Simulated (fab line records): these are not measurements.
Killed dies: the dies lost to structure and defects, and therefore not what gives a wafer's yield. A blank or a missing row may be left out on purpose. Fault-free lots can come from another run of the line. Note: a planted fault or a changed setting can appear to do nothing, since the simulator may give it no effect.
Comparing a struck lot with a sound one || flow sky130 || 15 out of 708 route steps
Sound: the wafers L348.2, L348.3, L348.6. Wafers struck: L361.1, L361.4, L361.5. Last of all comes the cause.
Each step with rows lists, per side, the tool, then ch with its chambers, then its first start. Under that, the readings that differ: sound wafers || struck wafers || difference of the means || sigmas: that difference in standard deviations of wafers without a fault.
alike: readings whose means differ by less than 2 such deviations, and words and numbers that are the same on both sides. not compared: withheld readings, readings that some wafer has no value for, bounds like >300 that may hide the same value, and numbers for which the record gives no deviation and whose values overlap.
The two part at a step that has a row with sigmas, a row that says differs or no value, or rows on one side only. When numbers do not overlap yet have no deviation, they are printed without sigmas and do not part them. A reading missing from all wafers of one side parts the sides only when that side holds two or more wafers.

first, 1 step without rows for these wafers: SKY_SD_P_DEVELOP_06 (develop time 60 s).
SKY_SD_P_CD_MEAS_07: the cd target is 380 nm.
  sound on cd_sem-02, day 28 17:16; struck on cd_sem-02, day 32 10:26
{"reading": "cd_nm (nm)", "sound": "374.9 378.0 378.0", "struck": "383.4 383.3 381.4", "difference": "+5.7", "sigmas": "+3"}
SKY_SD_P_OVL_MEAS_08:
  sound on overlay-01, day 28 17:22; struck on overlay-02, day 32 10:34
{"reading": "SD_P_OVL (nm)", "sound": "-0.3 -1.0 0.6", "struck": "-3.5 -2.3 -4.0", "difference": -3.0, "sigmas": -2}
then, 1 step without rows for these wafers: SKY_SD_P_IMPLANT_09.
SKY_SD_P_STRIP_10: strips in O2/N2.
  sound on plasma_asher-03 ch 0, day 28 17:32; struck on plasma_asher-02 ch 0, day 32 10:45
  alike: drypump_motor_current_A, n2_flow_sccm, oes_product_au, strip_time_to_endpoint_s
  not compared: rf_hours_counter_h
SKY_SD_P_TW_MEAS_11:
  sound on film_metro-04, day 28 17:39; struck on film_metro-02, day 32 10:51
  alike: SD_P_TW
then, 6 steps without rows for these wafers: SKY_RES_XHIGH_DEHYDRATE_00 (time 60 s); SKY_RES_XHIGH_HMDS_01 (prime time 60 s); SKY_RES_XHIGH_COAT_02 (resist thk 1140 nm); SKY_RES_XHIGH_SOFTBAKE_03 (time 60 s); SKY_RES_XHIGH_EXPOSE_04 (exposes mask URPM, target cd 1270 nm); SKY_RES_XHIGH_PEB_05.
SKY_RES_XHIGH_DEVELOP_06: develop time 60 s.
  sound on litho_track-03 ch 0, day 29 22:25; struck on litho_track-01 ch 0, day 33 13:53
{"reading": "developer_temp_C (C)", "sound": "23.27 23.02 22.94", "struck": "22.20 22.02 22.03", "difference": -0.99, "sigmas": -9}
then, 2 steps without rows for these wafers: SKY_RES_XHIGH_IMPLANT_07; SKY_PAD_OPEN_PROBE_99.

== WHERE THEY PART ==
Last at SKY_RES_XHIGH_DEVELOP_06 as far as this record goes, first at SKY_SD_P_CD_MEAS_07.

WHY: the cause the simulator had injected
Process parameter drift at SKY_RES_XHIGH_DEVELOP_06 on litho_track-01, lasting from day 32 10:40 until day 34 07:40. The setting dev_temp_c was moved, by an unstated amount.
